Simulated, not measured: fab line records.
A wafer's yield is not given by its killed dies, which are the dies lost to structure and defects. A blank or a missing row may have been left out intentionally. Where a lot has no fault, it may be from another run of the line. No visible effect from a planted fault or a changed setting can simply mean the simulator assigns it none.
fab line records + flow sky130
record
- lots=6
- wafers=18
- last-day=50
route steps=708 shown FIELD_ISO@4 PAD_OPEN@708
lots untouched by any fault: they come from a run of this same line in which no faults occurred
start-h: the number of hours between the record's first day and the start of the first shown wafer of the lot + wait-h: time in hours since the lot's previous step + " as in the row above + L1.1+2: a single row standing in for several wafers + - no value, or no start given + * or withheld: withheld + < > ~ a bound
route shown NAME@n: a module of which the file shows steps, and the number in the route of the first + usual: mean/standard deviation taken from wafers without a fault + same: alike in all rows + chamber/n: place in a boat + sites: each site's reading + _std_site: standard deviation of those values + _edge_site: inner sites' mean taken away from outer sites' mean + radius-mm: for every site, how far away it sits from the centre of the wafer + mask NAME#n: copy n + behind: the tool/chamber that last shaped the wafer + hold: why the lot went on hold/how many hours it stayed there/how the hold came to an end + device: transistor that didn't switch, given as n, p or np + end of line: tests run on the same wafers once the route is complete + a step without rows: its recipe alone + killed: dies that structure and defects cost at the first sort, which is not the same as the wafer's yield + map: a wafer's dies, x killed, . not, _ none there
set.NAME: the setting the step ran with; set.NAME@STEP: the setting that earlier step ran with + model.NAME: the simulator's own value behind a step, which no gauge read
lots seen at some steps along the route; tables by step, rows by wafer
services: when a tool's chamber went out of use (start-h, in hours from the record's first day, below 0 if earlier), for how many hours, and the reason
## steps
# step SKY_FIELD_ISO_CVD_03
# recipe
- material=Si3N4
- precursor=DCS/NH3
- target-thk-nm=165
- temp-c=770
- time-s=2830
- pressure-mtorr=250
# step SKY_FIELD_ISO_THK_MEAS_04
# recipe
- reads=Si3N4_of_FIELD_ISO_CVD_03
# usual
- FIELD_ISO_CVD_03_THK=165.1/1.3
| lot.wafer | tool          | chamber | start-h | wait-h | FIELD_ISO_CVD_03_THK[nm] |
|-----------|---------------|---------|---------|--------|--------------------------|
| L832.1    | film-metro-03 | -       | 21.17   | 0.0    | 164.2                    |
| L832.3    | "             | -       | "       | "      | 162.2                    |
| L832.4    | "             | -       | "       | "      | 164.0                    |
| L834.1    | film-metro-02 | -       | 32.34   | 0.0    | 166.5                    |
| L834.4    | "             | -       | "       | "      | 166.0                    |
| L834.6    | "             | -       | "       | "      | 164.3                    |
| L843.1    | film-metro-01 | -       | 73.68   | 0.0    | 169.1                    |
| L843.3    | "             | -       | "       | "      | 166.7                    |
| L843.5    | "             | -       | "       | "      | 165.8                    |
| L844.3    | film-metro-03 | -       | 81.59   | 0.0    | 165.9                    |
| L844.5    | "             | -       | "       | "      | 164.9                    |
| L844.6    | "             | -       | "       | "      | 165.4                    |
| L849.2    | film-metro-03 | -       | 105.39  | 0.0    | 164.2                    |
| L849.5    | "             | -       | "       | "      | 165.0                    |
| L849.6    | "             | -       | "       | "      | 164.7                    |
| L851.1    | film-metro-01 | -       | 117.19  | 0.0    | 165.6                    |
| L851.4    | "             | -       | "       | "      | 164.3                    |
| L851.5    | "             | -       | "       | "      | 164.5                    |
# step SKY_FIELD_ISO_DEHYDRATE_05
# recipe
- temp-c=200
- time-s=60
# step SKY_FIELD_ISO_HMDS_06
# recipe
- prime-time-s=60
- prime-temp-c=120
# step SKY_FIELD_ISO_COAT_07
# recipe
- resist=BARC
- temp-c=withheld
- time-s=withheld
- spin-rpm=3000
- resist-thk-nm=60
# step SKY_FIELD_ISO_COAT_08
# recipe
- resist=KrF-thick
- spin-rpm=3000
- resist-thk-nm=450
# step SKY_FIELD_ISO_SOFTBAKE_09
# recipe
- temp-c=99.28
- time-s=90
- resist=KrF-thick
# step SKY_FIELD_ISO_EXPOSE_10
# recipe
- mask-id=FOM
- na=0.68
- source-shape=annular
- sigma-inner=0.4
- sigma-outer=0.8
- target-cd-nm=150
- dose-mj=28
# step SKY_FIELD_ISO_PEB_11
# recipe
- peb-temp-c=withheld
- peb-time-s=withheld
- resist=KrF-thick
# step SKY_FIELD_ISO_DEVELOP_12
# recipe
- develop-time-s=60
- resist=KrF-thick
- dev-temp-c=21
# step SKY_FIELD_ISO_CD_MEAS_13
# recipe
- target-cd-nm=150
# usual
- cd-nm=150.0/1.3
| lot.wafer | tool      | chamber | start-h | wait-h | cd-nm |
|-----------|-----------|---------|---------|--------|-------|
| L832.1    | cd-sem-02 | -       | 34.04   | -      | 148.4 |
| L832.3    | "         | -       | "       | "      | 149.1 |
| L832.4    | "         | -       | "       | "      | 149.9 |
| L834.1    | cd-sem-01 | -       | 46.44   | -      | 150.5 |
| L834.4    | "         | -       | "       | "      | 149.9 |
| L834.6    | "         | -       | "       | "      | 149.1 |
| L843.1    | cd-sem-01 | -       | 90.44   | -      | 151.5 |
| L843.3    | "         | -       | "       | "      | 151.3 |
| L843.5    | "         | -       | "       | "      | 152.4 |
| L844.3    | cd-sem-02 | -       | 99.15   | -      | 151.7 |
| L844.5    | "         | -       | "       | "      | 152.1 |
| L844.6    | "         | -       | "       | "      | 151.7 |
| L849.2    | cd-sem-01 | -       | 122.33  | -      | 148.7 |
| L849.5    | "         | -       | "       | "      | 148.4 |
| L849.6    | "         | -       | "       | "      | 148.7 |
| L851.1    | cd-sem-02 | -       | 134.42  | -      | 151.0 |
| L851.4    | "         | -       | "       | "      | 148.1 |
| L851.5    | "         | -       | "       | "      | 150.2 |
# step SKY_FIELD_ISO_ETCH_14
# recipe
- chemistry=N2/H2
- target=BARC
- ion-energy-ev=200
- source-w=500
- bias-w=100
- pressure-mtorr=30
- n2-flow-sccm=100
- h2-flow-sccm=200
- stop-on=SiO2
- time-s=45.9
- target-depth-a=600
# usual
- chamber-pressure-mTorr=29.999/0.028
- drypump-motor-current-A=5.4/0.4
- oes-product-au=0.854/0.0047
- run-length-s=74.4/0.4
- throttle-valve-pct=13.225/0.0092
| lot.wafer | tool        | chamber | start-h | wait-h | chamber-pressure-mTorr | drypump-motor-current-A | oes-product-au | rf-hours-counter-h | run-length-s | throttle-valve-pct |
|-----------|-------------|---------|---------|--------|------------------------|-------------------------|----------------|--------------------|--------------|--------------------|
| L832.1    | rie-diel-01 | 2       | 34.16   | 0.1    | 29.984                 | 4.7                     | 0.849          | 65                 | 74.0         | 13.226             |
| L832.3    | "           | 0       | "       | "      | 30.054                 | 5.7                     | 0.849          | 149                | 74.9         | 13.215             |
| L832.4    | "           | 3       | "       | "      | 29.970                 | 5.8                     | 0.856          | -                  | 73.8         | 13.219             |
| L834.1    | rie-diel-04 | 3       | 46.56   | 0.1    | 29.989                 | 5.3                     | 0.858          | 5                  | 74.8         | 13.243             |
| L834.4    | "           | 2       | "       | "      | 29.993                 | 5.9                     | 0.858          | 151                | 74.3         | 13.216             |
| L834.6    | "           | 2       | "       | "      | 29.993                 | 5.9                     | 0.857          | -                  | 74.9         | 13.215             |
| L843.1    | rie-diel-01 | 1       | 90.56   | 0.1    | 29.967                 | 5.3                     | 0.853          | 68                 | 74.0         | 13.223             |
| L843.3    | "           | 3       | "       | "      | 30.009                 | 5.8                     | 0.857          | 70                 | 73.7         | 13.223             |
| L843.5    | "           | 1       | "       | "      | 29.978                 | 5.3                     | 0.857          | -                  | 74.0         | 13.217             |
| L844.3    | rie-diel-01 | 3       | 99.23   | 0.1    | 30.023                 | 5.8                     | 0.863          | 70                 | 74.5         | 13.233             |
| L844.5    | "           | 3       | "       | "      | 29.955                 | 5.8                     | 0.857          | -                  | 74.4         | 13.235             |
| L844.6    | "           | 0       | "       | "      | 29.975                 | 5.8                     | 0.854          | -                  | 74.8         | 13.228             |
| L849.2    | rie-diel-03 | 3       | 122.43  | 0.1    | 30.044                 | 5.9                     | 0.847          | 53                 | 74.7         | 13.232             |
| L849.5    | "           | 3       | "       | "      | 30.049                 | 5.9                     | 0.860          | -                  | 74.8         | 13.219             |
| L849.6    | "           | 0       | "       | "      | 30.007                 | 5.5                     | 0.854          | -                  | 73.6         | 13.212             |
| L851.1    | rie-diel-04 | 2       | 134.54  | 0.1    | 30.032                 | 5.8                     | 0.841          | 153                | 74.4         | 13.219             |
| L851.4    | "           | 2       | "       | "      | 30.017                 | 5.8                     | 0.862          | -                  | 74.5         | 13.232             |
| L851.5    | "           | 3       | "       | "      | 29.959                 | 5.3                     | 0.849          | -                  | 74.1         | 13.223             |
# step SKY_FIELD_ISO_ETCH_15
# recipe
- chemistry=CHF3/O2
- target-depth-nm=180
- stop-on=Si
- source-w=600
- bias-w=200
- pressure-mtorr=40
- chf3-flow-sccm=50
- O2_flow_sccm=5
- time-s=72
# usual
- chamber-pressure-mTorr=40.00/0.038
- drypump-motor-current-A=5.4/0.41
- oes-product-au=0.946/0.0064
- run-length-s=100.4/0.37
- throttle-valve-pct=8.844/0.0088
| lot.wafer | tool        | chamber | start-h | wait-h | chamber-pressure-mTorr | drypump-motor-current-A | oes-product-au | rf-hours-counter-h | run-length-s | throttle-valve-pct | model.KrF-thick_of_FIELD_ISO_COAT_08.thk-nm | model.etch.depth-nm |
|-----------|-------------|---------|---------|--------|------------------------|-------------------------|----------------|--------------------|--------------|--------------------|---------------------------------------------|---------------------|
| L832.1    | rie-diel-01 | 2       | 34.21   | 0.0    | 40.00                  | 4.7                     | 0.938          | 65                 | 100.3        | 8.836              | 233.9                                       | 164.3               |
| L832.3    | "           | 0       | "       | "      | 40.03                  | 5.8                     | 0.939          | 149                | 100.7        | 8.844              | 238.9                                       | 162.3               |
| L832.4    | "           | 3       | "       | "      | 39.97                  | 5.8                     | 0.933          | -                  | 100.5        | 8.836              | 238.6                                       | 164                 |
| L834.1    | rie-diel-04 | 3       | 46.61   | 0.0    | 39.91                  | 5.3                     | 0.959          | 5                  | 100.3        | 8.843              | 238.6                                       | 166.3               |
| L834.4    | "           | 2       | "       | "      | 39.98                  | 5.8                     | 0.955          | 151                | 100.4        | 8.851              | 235.9                                       | 166                 |
| L834.6    | "           | 2       | "       | "      | 40.02                  | 5.8                     | 0.942          | -                  | 100.8        | 8.830              | 235.2                                       | 164.3               |
| L843.1    | rie-diel-01 | 1       | 90.61   | 0.0    | 39.99                  | 5.2                     | 1.020          | 68                 | 84.9         | 8.872              | 264.7                                       | 146.4               |
| L843.3    | "           | 3       | "       | "      | 40.01                  | 5.8                     | 1.010          | 70                 | 84.8         | 8.859              | 269.6                                       | 142.6               |
| L843.5    | "           | 1       | "       | "      | 40.06                  | 5.2                     | 1.033          | -                  | 85.0         | 8.864              | 264.8                                       | 148.1               |
| L844.3    | rie-diel-01 | 3       | 99.27   | 0.0    | 40.05                  | 5.8                     | 1.006          | 70                 | 85.0         | 8.871              | 268.1                                       | 143                 |
| L844.5    | "           | 3       | "       | "      | 39.98                  | 5.8                     | 0.997          | -                  | 84.9         | 8.864              | 267.7                                       | 141.7               |
| L844.6    | "           | 0       | "       | "      | 40.00                  | 5.7                     | 0.990          | -                  | 85.4         | 8.851              | 272.5                                       | 139                 |
| L849.2    | rie-diel-03 | 3       | 122.47  | 0.0    | 39.97                  | 5.8                     | 0.943          | 53                 | 100.7        | 8.855              | 238.5                                       | 164.2               |
| L849.5    | "           | 3       | "       | "      | 39.98                  | 5.8                     | 0.943          | -                  | 100.7        | 8.849              | 241.9                                       | 165                 |
| L849.6    | "           | 0       | "       | "      | 39.96                  | 5.5                     | 0.940          | -                  | 99.9         | 8.829              | 244                                         | 164.5               |
| L851.1    | rie-diel-04 | 2       | 134.58  | 0.0    | 39.97                  | 5.9                     | 0.950          | 153                | 100.4        | 8.848              | 233.4                                       | 165.7               |
| L851.4    | "           | 2       | "       | "      | 39.96                  | 5.8                     | 0.937          | -                  | 100.8        | 8.839              | 235.3                                       | 164.3               |
| L851.5    | "           | 3       | "       | "      | 40.02                  | 5.3                     | 0.943          | -                  | 100.9        | 8.844              | 235.5                                       | 164.5               |
# step SKY_FIELD_ISO_STRIP_16
# recipe
- chemistry=O2/N2
- power-w=1400
- pressure-mtorr=1500
- platen-temp-c=withheld
- o2-flow-sccm=3000
- n2-flow-sccm=300
- overash-fraction=0.5
# usual
- chamber-pressure-mTorr=1499.8/1.4
- drypump-motor-current-A=5.6/0.46
- oes-product-au=0.378/0.0046
- strip-time-to-endpoint-s=3.56/0.039
| lot.wafer | tool            | chamber | start-h | wait-h | chamber-pressure-mTorr | drypump-motor-current-A | oes-product-au | rf-hours-counter-h | strip-time-to-endpoint-s |
|-----------|-----------------|---------|---------|--------|------------------------|-------------------------|----------------|--------------------|--------------------------|
| L832.1    | plasma-asher-03 | 0       | 34.26   | 0.0    | 1498.7                 | 6.0                     | 0.373          | 36                 | 3.52                     |
| L832.3    | "               | 0       | "       | "      | 1498.9                 | 6.0                     | 0.382          | -                  | 3.58                     |
| L832.4    | "               | 1       | "       | "      | 1499.4                 | 4.9                     | 0.380          | -                  | 3.57                     |
| L834.1    | plasma-asher-03 | 1       | 46.66   | 0.0    | 1497.1                 | 5.0                     | 0.381          | 37                 | 3.59                     |
| L834.4    | "               | 1       | "       | "      | 1498.9                 | 5.0                     | 0.382          | -                  | 3.53                     |
| L834.6    | "               | 0       | "       | "      | 1501.9                 | 6.0                     | 0.375          | -                  | 3.53                     |
| L843.1    | plasma-asher-03 | 1       | 90.66   | 0.0    | 1500.2                 | 5.0                     | 0.389          | 43                 | 3.86                     |
| L843.3    | "               | 0       | "       | "      | 1500.3                 | 6.0                     | 0.397          | -                  | 3.90                     |
| L843.5    | "               | 1       | "       | "      | 1498.9                 | 5.0                     | 0.401          | -                  | 3.87                     |
| L844.3    | plasma-asher-02 | 0       | 99.36   | 0.1    | 1499.9                 | 6.0                     | 0.392          | -                  | 3.89                     |
| L844.5    | "               | 1       | "       | "      | 1498.7                 | 5.4                     | 0.384          | -                  | 3.89                     |
| L844.6    | "               | 0       | "       | "      | 1499.2                 | 6.0                     | 0.393          | -                  | 3.94                     |
| L849.2    | plasma-asher-03 | 0       | 122.53  | 0.0    | 1498.7                 | 6.0                     | 0.375          | 47                 | 3.57                     |
| L849.5    | "               | 1       | "       | "      | 1499.6                 | 5.0                     | 0.372          | -                  | 3.60                     |
| L849.6    | "               | 0       | "       | "      | 1500.4                 | 6.0                     | 0.386          | -                  | 3.64                     |
| L851.1    | plasma-asher-03 | 0       | 134.64  | 0.0    | 1501.9                 | 6.0                     | 0.378          | 49                 | 3.52                     |
| L851.4    | "               | 0       | "       | "      | 1499.8                 | 6.0                     | 0.383          | -                  | 3.53                     |
| L851.5    | "               | 1       | "       | "      | 1500.9                 | 5.0                     | 0.373          | -                  | 3.54                     |
# step SKY_FIELD_ISO_ETCH_17
# recipe
- target-depth-a=3420
- mask-material=Si3N4
- chemistry=HBr/Cl2/O2
- target=Si
- taper-deg=5
- icp-w=600
- bias-w=150
- pressure-mtorr=15
- HBr_flow_sccm=150
- Cl2_flow_sccm=40
- O2_flow_sccm=6
- time-s=97.7
# usual
- chamber-pressure-mTorr=14.998/0.014
- drypump-motor-current-A=5.7/0.3
- oes-product-au=0.994/0.014
- run-length-s=125.7/0.47
- throttle-valve-pct=25.660/0.013
| lot.wafer | tool      | chamber | start-h | wait-h | chamber-pressure-mTorr | drypump-motor-current-A | oes-product-au | rf-hours-counter-h | run-length-s | throttle-valve-pct |
|-----------|-----------|---------|---------|--------|------------------------|-------------------------|----------------|--------------------|--------------|--------------------|
| L832.1    | rie-si-01 | 3       | 34.36   | 0.1    | 15.020                 | 6.2                     | 0.993          | 126                | 125.1        | 25.682             |
| L832.3    | "         | 2       | "       | "      | 14.989                 | 6.0                     | 1.001          | 2                  | 126.4        | 25.658             |
| L832.4    | "         | 0       | "       | "      | 14.962                 | 6.0                     | 0.995          | 7                  | 125.8        | 25.652             |
| L834.1    | rie-si-02 | 2       | 46.76   | 0.1    | 15.012                 | 5.9                     | 1.015          | 74                 | 125.0        | 25.649             |
| L834.4    | "         | 3       | "       | "      | 14.998                 | 5.4                     | 0.974          | 38                 | 126.0        | 25.681             |
| L834.6    | "         | 0       | "       | "      | 15.009                 | 5.5                     | 1.000          | -                  | 125.7        | 25.651             |
| L843.1    | rie-si-02 | 0       | 90.76   | 0.1    | 14.991                 | 5.5                     | 0.999          | 72                 | 125.7        | 25.658             |
| L843.3    | "         | 2       | "       | "      | 14.985                 | 5.8                     | 1.016          | 74                 | 125.2        | 25.672             |
| L843.5    | "         | 0       | "       | "      | 14.987                 | 5.5                     | 1.000          | -                  | 125.7        | 25.653             |
| L844.3    | rie-si-02 | 0       | 99.43   | 0.0    | 14.992                 | 5.5                     | 0.993          | 72                 | 125.6        | 25.657             |
| L844.5    | "         | 0       | "       | "      | 15.012                 | 5.5                     | 1.002          | -                  | 125.8        | 25.658             |
| L844.6    | "         | 3       | "       | "      | 15.016                 | 5.4                     | 0.970          | -                  | 125.8        | 25.670             |
| L849.2    | rie-si-01 | 0       | 122.63  | 0.1    | 14.980                 | 6.0                     | 0.997          | 8                  | 125.3        | 25.669             |
| L849.5    | "         | 3       | "       | "      | 15.010                 | 6.2                     | 0.990          | -                  | 125.2        | 25.647             |
| L849.6    | "         | 0       | "       | "      | 14.998                 | 6.0                     | 0.995          | -                  | 125.5        | 25.661             |
| L851.1    | rie-si-02 | 0       | 134.74  | 0.1    | 14.999                 | 5.5                     | 1.019          | 72                 | 125.8        | 25.648             |
| L851.4    | "         | 3       | "       | "      | 14.995                 | 5.4                     | 0.967          | 39                 | 126.7        | 25.683             |
| L851.5    | "         | 0       | "       | "      | 15.001                 | 5.5                     | 1.015          | -                  | 125.4        | 25.632             |
# step SKY_PAD_OPEN_PROBE_99
# usual
- killed_at_M0_to_M3=45/7.5
- killed_at_M4_up=2.8/1.9
- killed-at-contacts=25/5.5
- killed-at-front-end=14/4
- killed-at-other=0.3/0.75
- killed-dies=87/9.4
- killed-on-rim=17/3.8
- killed-open=47/6.6
- killed-short=39/6.6
# same
- gross-dies=492
- killed-at-back-side=0
| lot.wafer | tool      | chamber | start-h | wait-h | killed_at_M0_to_M3 | killed_at_M4_up | killed-at-contacts | killed-at-front-end | killed-at-other | killed-dies | killed-on-rim | killed-open | killed-short |
|-----------|-----------|---------|---------|--------|--------------------|-----------------|--------------------|---------------------|-----------------|-------------|---------------|-------------|--------------|
| L832.1    | prober-01 | -       | 1094.06 | 0.1    | 37                 | 2               | 20                 | 17                  | 1               | 77          | 15            | 40          | 37           |
| L832.3    | prober-01 | -       | 1094.16 | 0.2    | 55                 | 1               | 23                 | 15                  | 1               | 95          | 19            | 54          | 41           |
| L832.4    | prober-01 | -       | 1094.21 | 0.2    | 49                 | 4               | 18                 | 12                  | 0               | 83          | 19            | 55          | 28           |
| L843.1    | prober-02 | -       | 1160.32 | 0.1    | 60                 | 3               | 23                 | 405                 | 1               | 492         | 96            | 62          | 37           |
| L843.3    | prober-02 | -       | 1160.42 | 0.2    | 39                 | 3               | 26                 | 423                 | 1               | 492         | 96            | 45          | 37           |
| L843.5    | prober-02 | -       | 1160.52 | 0.2    | 69                 | 1               | 15                 | 402                 | 0               | 487         | 92            | 58          | 38           |
| L844.3    | prober-02 | -       | 1175.28 | 0.2    | 45                 | 2               | 14                 | 430                 | 1               | 492         | 96            | 44          | 34           |
| L844.5    | prober-02 | -       | 1175.38 | 0.2    | 47                 | 1               | 25                 | 419                 | 0               | 492         | 96            | 48          | 43           |
| L844.6    | prober-02 | -       | 1175.43 | 0.2    | 44                 | 2               | 24                 | 421                 | 1               | 492         | 96            | 35          | 44           |
| L849.2    | prober-01 | -       | 1184.93 | 0.1    | 33                 | 2               | 27                 | 22                  | 1               | 85          | 20            | 55          | 30           |
| L849.5    | prober-01 | -       | 1185.08 | 0.2    | 41                 | 2               | 21                 | 16                  | 0               | 80          | 16            | 49          | 31           |
| L849.6    | prober-01 | -       | 1185.13 | 0.2    | 46                 | 3               | 20                 | 15                  | 0               | 84          | 17            | 38          | 46           |
# killed by level:class
L832.1 VIA2:geometric-particle:open=7 CONTACT:geometric-particle:short=7 LI_CONTACT:geometric-particle:open=6 CONTACT:geometric-particle:open=5 VIA1:geometric-particle:open=4 VIA2:geometric-particle:short=4 VIA3:geometric-particle:open=4 FIELD_ISO:geometric-particle:open=3
L832.3 VIA1:geometric-particle:open=13 LI_CONTACT:geometric-particle:open=8 VIA3:geometric-particle:open=7 POLY_GATE:geometric-particle:open=5 CONTACT:geometric-particle:open=5 CONTACT:geometric-particle:short=5 METAL1:geometric-particle:short=5 VIA1:geometric-particle:short=5
L832.4 VIA1:geometric-particle:open=16 CONTACT:geometric-particle:open=8 METAL2:geometric-particle:short=7 VIA3:geometric-particle:open=7 VIA2:geometric-particle:open=6 LI_CONTACT:geometric-particle:open=5 METAL1:geometric-particle:short=5 POLY_GATE:geometric-particle:open=4
L843.1 FIELD_ISO:area-etch=393 VIA1:geometric-particle:open=16 VIA3:geometric-particle:open=13 VIA2:geometric-particle:open=8 LI_CONTACT:geometric-particle:open=7 CONTACT:geometric-particle:open=6 POLY_GATE:geometric-particle:short=5 VIA2:geometric-particle:short=5
L843.3 FIELD_ISO:area-etch=410 VIA2:geometric-particle:open=9 CONTACT:geometric-particle:open=9 LI_CONTACT:geometric-particle:open=6 METAL1:geometric-particle:short=6 CONTACT:geometric-particle:short=5 VIA3:geometric-particle:open=5 METAL2:geometric-particle:short=5
L843.5 FIELD_ISO:area-etch=391 VIA1:geometric-particle:open=19 VIA2:geometric-particle:open=12 VIA3:geometric-particle:open=8 METAL2:geometric-particle:short=8 LI_CONTACT:geometric-particle:open=6 LOCAL_INTERCONNECT:geometric-particle:short=5 VIA2:geometric-particle:short=5
L844.3 FIELD_ISO:area-etch=414 VIA1:geometric-particle:open=11 VIA3:geometric-particle:open=8 METAL2:geometric-particle:short=6 VIA2:geometric-particle:open=6 FIELD_ISO:geometric-particle:open=5 CONTACT:geometric-particle:short=5 FIELD_ISO:geometric-particle:short=4
L844.5 FIELD_ISO:area-etch=401 VIA1:geometric-particle:short=11 VIA1:geometric-particle:open=11 CONTACT:geometric-particle:open=9 LI_CONTACT:geometric-particle:open=7 CONTACT:geometric-particle:short=6 VIA2:geometric-particle:open=6 FIELD_ISO:geometric-particle:open=5
L844.6 FIELD_ISO:area-etch=413 VIA1:geometric-particle:open=9 VIA2:geometric-particle:open=7 LI_CONTACT:geometric-particle:open=6 CONTACT:geometric-particle:open=6 VIA1:geometric-particle:short=5 CONTACT:geometric-particle:short=5 METAL1:geometric-particle:short=5
L849.2 CONTACT:geometric-particle:open=17 FIELD_ISO:geometric-particle:open=9 VIA3:geometric-particle:open=8 VIA1:geometric-particle:open=8 LOCAL_INTERCONNECT:geometric-particle:short=4 METAL1:geometric-particle:short=4 VIA1:geometric-particle:short=4 POLY_GATE:geometric-particle:open=3
L849.5 CONTACT:geometric-particle:open=8 VIA1:geometric-particle:open=7 VIA2:geometric-particle:open=7 VIA3:geometric-particle:open=7 LI_CONTACT:geometric-particle:open=6 VIA1:geometric-particle:short=6 METAL2:geometric-particle:short=6 POLY_GATE:geometric-particle:open=4
L849.6 VIA1:geometric-particle:open=9 VIA3:geometric-particle:short=8 CONTACT:geometric-particle:open=7 METAL1:geometric-particle:short=7 VIA1:geometric-particle:short=6 VIA3:geometric-particle:open=5 FIELD_ISO:geometric-particle:open=4 POLY_GATE:geometric-particle:short=4
# map L843.1 (x killed, . not)
__________xxxxxxxxxx_________
________xxxxxxxxxxxxxx_______
______xxxxxxxxxxxxxxxxxx_____
_____xxxxxxxxxxxxxxxxxxxx____
____xxxxxxxxxxxxxxxxxxxxxx___
___xxxxxxxxxxxxxxxxxxxxxxxx__
__xxxxxxxxxxxxxxxxxxxxxxxxxx_
_xxxxxxxxxxxxxxxxxxxxxxxxxxxx
_xxxxxxxxxxxxxxxxxxxxxxxxxxxx
_xxxxxxxxxxxxxxxxxxxxxxxxxxxx
_xxxxxxxxxxxxxxxxxxxxxxxxxxxx
_xxxxxxxxxxxxxxxxxxxxxxxxxxxx
_xxxxxxxxxxxxxxxxxxxxxxxxxxxx
_xxxxxxxxxxxxxxxxxxxxxxxxxxxx
_xxxxxxxxxxxxxxxxxxxxxxxxxxxx
__xxxxxxxxxxxxxxxxxxxxxxxxxx_
___xxxxxxxxxxxxxxxxxxxxxxxx__
____xxxxxxxxxxxxxxxxxxxxxx___
_____xxxxxxxxxxxxxxxxxxxx____
______xxxxxxxxxxxxxxxxxx_____
________xxxxxxxxxxxxxx_______
__________xxxxxxxxxx_________
# map L844.3 (x killed, . not)
__________xxxxxxxxxx_________
________xxxxxxxxxxxxxx_______
______xxxxxxxxxxxxxxxxxx_____
_____xxxxxxxxxxxxxxxxxxxx____
____xxxxxxxxxxxxxxxxxxxxxx___
___xxxxxxxxxxxxxxxxxxxxxxxx__
__xxxxxxxxxxxxxxxxxxxxxxxxxx_
_xxxxxxxxxxxxxxxxxxxxxxxxxxxx
_xxxxxxxxxxxxxxxxxxxxxxxxxxxx
_xxxxxxxxxxxxxxxxxxxxxxxxxxxx
_xxxxxxxxxxxxxxxxxxxxxxxxxxxx
_xxxxxxxxxxxxxxxxxxxxxxxxxxxx
_xxxxxxxxxxxxxxxxxxxxxxxxxxxx
_xxxxxxxxxxxxxxxxxxxxxxxxxxxx
_xxxxxxxxxxxxxxxxxxxxxxxxxxxx
__xxxxxxxxxxxxxxxxxxxxxxxxxx_
___xxxxxxxxxxxxxxxxxxxxxxxx__
____xxxxxxxxxxxxxxxxxxxxxx___
_____xxxxxxxxxxxxxxxxxxxx____
______xxxxxxxxxxxxxxxxxx_____
________xxxxxxxxxxxxxx_______
__________xxxxxxxxxx_________
## services
| tool            | chamber | start-h | hours | kind           |
|-----------------|---------|---------|-------|----------------|
| rie-diel-04     | -       | 18.66   | 4.3   | pm             |
| rie-diel-01     | 0       | 26.09   | 3.3   | repair         |
| rie-diel-01     | 1       | 28.56   | 9.2   | repair         |
| rie-diel-03     | -       | 30.83   | 0.5   | repair         |
| rie-diel-01     | 2       | 34.97   | 23.5  | repair         |
| rie-diel-04     | 3       | 61.27   | 3.8   | repair         |
| rie-si-02       | -       | 65.35   | 0.1   | repair         |
| rie-si-01       | 3       | 77.29   | 2.2   | repair         |
| rie-diel-04     | 2       | 79.38   | 4.8   | repair         |
| rie-si-01       | 2       | 85.59   | 4.8   | repair         |
| rie-diel-04     | 2       | 100.53  | 4.3   | repair         |
| rie-diel-04     | 3       | 103.84  | 6.8   | repair         |
| plasma-asher-02 | -       | 117.20  | 2.8   | pm             |
| rie-diel-04     | 1       | 126.53  | -     | clean          |
| rie-diel-04     | 1       | 126.53  | 18.2  | scheduled-down |
| rie-diel-04     | 1       | 126.53  | 18.2  | vent-cycle     |
| rie-si-01       | 1       | 128.92  | 2.2   | repair         |
| rie-diel-03     | 2       | 131.29  | -     | clean          |
| rie-diel-03     | 2       | 131.29  | 22.9  | scheduled-down |
| rie-diel-03     | 2       | 131.29  | 22.9  | vent-cycle     |
## key
first-sign
- step=SKY_FIELD_ISO_ETCH_15
- reading=run-length-s
- direction=down
- sigmas=42
- usual=*
- struck=*
effect
- step=SKY_FIELD_ISO_ETCH_15
- reading=oes-product-au
- direction=up
- sigmas=9.9
- usual=0.946
- struck=1.009
effect
- step=SKY_FIELD_ISO_STRIP_16
- reading=strip-time-to-endpoint-s
- direction=up
- sigmas=8.4
- usual=*
- struck=*
effect
- step=SKY_PAD_OPEN_PROBE_99
- reading=killed-at-front-end
- direction=up
- sigmas=99+
- usual=14
- struck=417
model-effect
- step=SKY_FIELD_ISO_ETCH_15
- value=KrF-thick_of_FIELD_ISO_COAT_08.thk-nm
- without=234.2
- struck=267.9
more-kills-born-at
- SKY_FIELD_ISO_ETCH_15@rie-diel-01=2422
met-at SKY_FIELD_ISO_ETCH_15
struck-wafers L843.1,L843.3,L843.5,L844.3,L844.5,L844.6
later-rows-left-out L843.1,L843.3,L843.5,L844.3,L844.5,L844.6
tester-left-out L843,L844
onset-between 34.21 90.61
fault
- kind=process-parameter-drift
- tool=rie-diel-01
- chamber=-
- onset-h=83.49
- steps=SKY_FIELD_ISO_ETCH_15
- channel=time-s
- offset=*
- shape=step
- end-h=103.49
- acts-in=*
- stated=*
# tester-left-out: of these lots the tester's yield and bins aren't shown, on N5 and GAA mostly nor the transistor test; their killed dies are dies lost to structure and defects alone, not to doping, threshold or leakage, so they don't give the yield
# later-rows-left-out: the simulator's readings of these wafers behind a module that went badly wrong aren't trusted and aren't shown, but for the sort
